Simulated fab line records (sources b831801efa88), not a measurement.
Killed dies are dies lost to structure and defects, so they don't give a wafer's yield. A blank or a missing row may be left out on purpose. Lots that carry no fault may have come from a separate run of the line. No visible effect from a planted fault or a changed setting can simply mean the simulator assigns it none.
What tool caused it?	flow sky130	11 lots with 33 wafers sampled at 5 steps, on a route of 708 steps

## WHAT THE GAUGES READ, wafer by wafer
SKY_LI_CONTACT_THK_MEAS_23: measures by xrf. Usual: LI_CONTACT_W_THK 409 nm, standard deviation 12.
lot	measured	on	LI_CONTACT_W_THK (nm)	flag
L633	day 29 12:00	film-metro-02	405 402 401	
L636	day 31 09:02	film-metro-04	431 427 427	
L637	day 31 10:04	film-metro-01	409 412 408	
L639	day 32 15:22	film-metro-01	390 391 391	
L638	day 32 17:11	film-metro-01	397 395 396	
L645	day 33 17:53	film-metro-04	424 413 426	
L648	day 34 18:31	film-metro-01	399 406 411	
L649	day 34 19:56	film-metro-04	421 420 433	
L650	day 35 05:13	film-metro-04	419 438 437	
L653	day 35 21:30	film-metro-01	404 403 406	
L654	day 36 09:21	film-metro-02	423 407 418	

SKY_CONTACT_THK_MEAS_01. Usual: CONTACT_CVD_00_THK 74.9 nm, standard deviation 1.2.
lot	measured	on	CONTACT_CVD_00_THK (nm)	flag
L633	day 30 17:46	film-metro-02	75.8 74.6 75.2	
L636	day 32 11:18	film-metro-02	73.9 73.9 74.1	
L637	day 32 13:38	film-metro-01	148.5 149.6 152.8	OFF
L639	day 33 19:35	film-metro-02	150.2 153.8 154.4	OFF
L638	day 33 21:38	film-metro-02	150.8 153.4 152.4	OFF
L645	day 34 21:32	film-metro-03	75.2 72.5 74.8	
L648	day 35 21:30	film-metro-03	73.9 73.3 75.6	
L649	day 35 23:12	film-metro-02	73.9 75.0 74.6	
L650	day 36 08:26	film-metro-02	72.8 74.3 73.7	
L653	day 37 00:40	film-metro-03	73.1 74.6 73.4	
L654	day 37 12:41	film-metro-02	75.0 75.6 76.9	

## WHICH TOOL RAN EACH LOT (tool, then ch and the chambers of the sampled wafers, then the start)
lot	SKY_LI_CONTACT_CMP_24	SKY_LOCAL_INTERCONNECT_ETCH_13	SKY_CONTACT_CVD_00
L633	cmp-02 ch 2,3, day 29 12:03	rie-metal-02 ch 0,1, day 30 16:59	pecvd-02 ch 0,2, day 30 17:44
L636	cmp-02 ch 1,2,3, day 31 09:16	rie-metal-02 ch 0,1, day 32 10:32	pecvd-01 ch 0,2, day 32 11:16
L637	cmp-02 ch 0,3, day 31 10:11	rie-metal-03 ch 0,1, day 32 12:41	pecvd-02 ch 0,1,2, day 32 13:00
L639	cmp-01 ch 0,1,3, day 32 15:32	rie-metal-02 ch 0, day 33 18:22	pecvd-03 ch 0,1, day 33 19:00
L638	cmp-02 ch 0,1, day 32 17:24	rie-metal-02 ch 1, day 33 20:41	pecvd-03 ch 1,2, day 33 21:00
L645	cmp-01 ch 1,2, day 33 18:08	rie-metal-02 ch 0,1, day 34 20:47	pecvd-02 ch 0,1,2, day 34 21:30
L648	cmp-01 ch 0,1,3, day 34 18:34	rie-metal-04 ch 1, day 35 20:38	pecvd-01 ch 0,1,2, day 35 21:28
L649	cmp-02 ch 1,2,3, day 34 20:00	rie-metal-03 ch 0, day 35 22:26	pecvd-02 ch 2, day 35 23:09
L650	cmp-01 ch 0,2, day 35 05:16	rie-metal-02 ch 0,1, day 36 07:41	pecvd-02 ch 1,2, day 36 08:24
L653	cmp-02 ch 0,1,3, day 35 21:39	rie-metal-03 ch 0, day 36 23:49	pecvd-01 ch 0,1, day 37 00:37
L654	cmp-02 ch 0,2,3, day 36 09:24	rie-metal-02 ch 0,1, day 37 11:56	pecvd-03 ch 0,1, day 37 12:39
- SKY_LI_CONTACT_CMP_24: polishes, stops on PSG, t overpolish 19.19 s, target thk 0 nm.
- SKY_LOCAL_INTERCONNECT_ETCH_13: etches BARC in N2/H2, stops on SiO2, time 45.9 s, target depth 60 nm.
- SKY_CONTACT_CVD_00: deposits Si3N4, target thk 75 nm.

## WHAT THE TOOLS THEMSELVES READ (means of the sampled wafers that have a number; where no wafer has one, the mark that the record gives instead)
SKY_LI_CONTACT_CMP_24. Usual: motor-current-A 10.8 A, standard deviation 0.99; overpolish-run-s 19.190 s, standard deviation 0.009; time-to-endpoint-s 98 s, standard deviation 4.3.
lot	tool	motor-current-A (A)	overpolish-run-s (s)	time-to-endpoint-s (s)	flag
L633	cmp-02	10.9	19.192	95	
L636	cmp-02	10.5	19.192	94	
L637	cmp-02	10.8	19.184	97	
L639	cmp-01	10.6	19.185	95	
L638	cmp-02	10.7	19.188	100	
L645	cmp-01	10.5	19.191	101	
L648	cmp-01	10.9	19.191	96	
L649	cmp-02	10.6	19.194	98	
L650	cmp-01	11.6	19.196	105	
L653	cmp-02	10.5	19.187	96	
L654	cmp-02	10.7	19.191	99	

SKY_LOCAL_INTERCONNECT_ETCH_13. Usual: drypump-motor-current-A 5.7 A, standard deviation 0.67; he-backside-leak-sccm 3.4 sccm, standard deviation 0.4; oes-product-au 0.855 a.u., standard deviation 0.0046; throttle-valve-pct 13.225 %, standard deviation 0.0096.
lot	tool	drypump-motor-current-A (A)	he-backside-leak-sccm (sccm)	oes-product-au (a.u.)	throttle-valve-pct (%)	flag
L633	rie-metal-02	5.7	3.4	0.851	13.225	
L636	rie-metal-02	6.2	3.3	0.853	13.231	
L637	rie-metal-03	5.9	3.2	0.857	13.227	
L639	rie-metal-02	6.5	3.4	0.850	13.223	
L638	rie-metal-02	5.3	3.3	0.856	13.217	
L645	rie-metal-02	5.7	3.5	0.851	13.227	
L648	rie-metal-04	5.9	3.6	0.854	13.219	
L649	rie-metal-03	5.6	3.2	0.853	13.227	
L650	rie-metal-02	6.2	3.3	0.860	13.228	
L653	rie-metal-03	5.6	3.1	0.856	13.222	
L654	rie-metal-02	6.2	3.2	0.853	13.216	

SKY_CONTACT_CVD_00. Usual: heater-power-w at 799 W, with a standard deviation of 130.
lot	tool	heater-power-w (W)	flag
L633	pecvd-02	896	
L636	pecvd-01	763	
L637	pecvd-02	846	
L639	pecvd-03	834	
L638	pecvd-03	799	
L645	pecvd-02	892	
L648	pecvd-01	746	
L649	pecvd-02	891	
L650	pecvd-02	861	
L653	pecvd-01	764	
L654	pecvd-03	864	

## THE ANSWER, worked out from the rows above alone
Rule: a lot is off if the mean of its wafers that have a number lies more than 3 standard deviations from the usual mean. Also off: a lot with no number at a reading for which 4 or more lots have one. The other lots that the step has rows for count as sound. Order of review: gauges by route order, followed by the tools' own readings, for which a lot's mean as printed above is used. The first step at which some lot is off is used, and at that step the reading that is off furthest; a lot without a number counts as furthest.
Off: at SKY_CONTACT_THK_MEAS_01 (CONTACT_CVD_00_THK), L637, L639, L638.
If a tool, at a process step before that reading, ran all the lots that are off and no sound lot after the first of them, it fits. Those tools and the gauges at SKY_CONTACT_THK_MEAS_01 are tried in the same way. Not one of the candidates tried fits.

## WHAT THE SIMULATOR HAD INSERTED
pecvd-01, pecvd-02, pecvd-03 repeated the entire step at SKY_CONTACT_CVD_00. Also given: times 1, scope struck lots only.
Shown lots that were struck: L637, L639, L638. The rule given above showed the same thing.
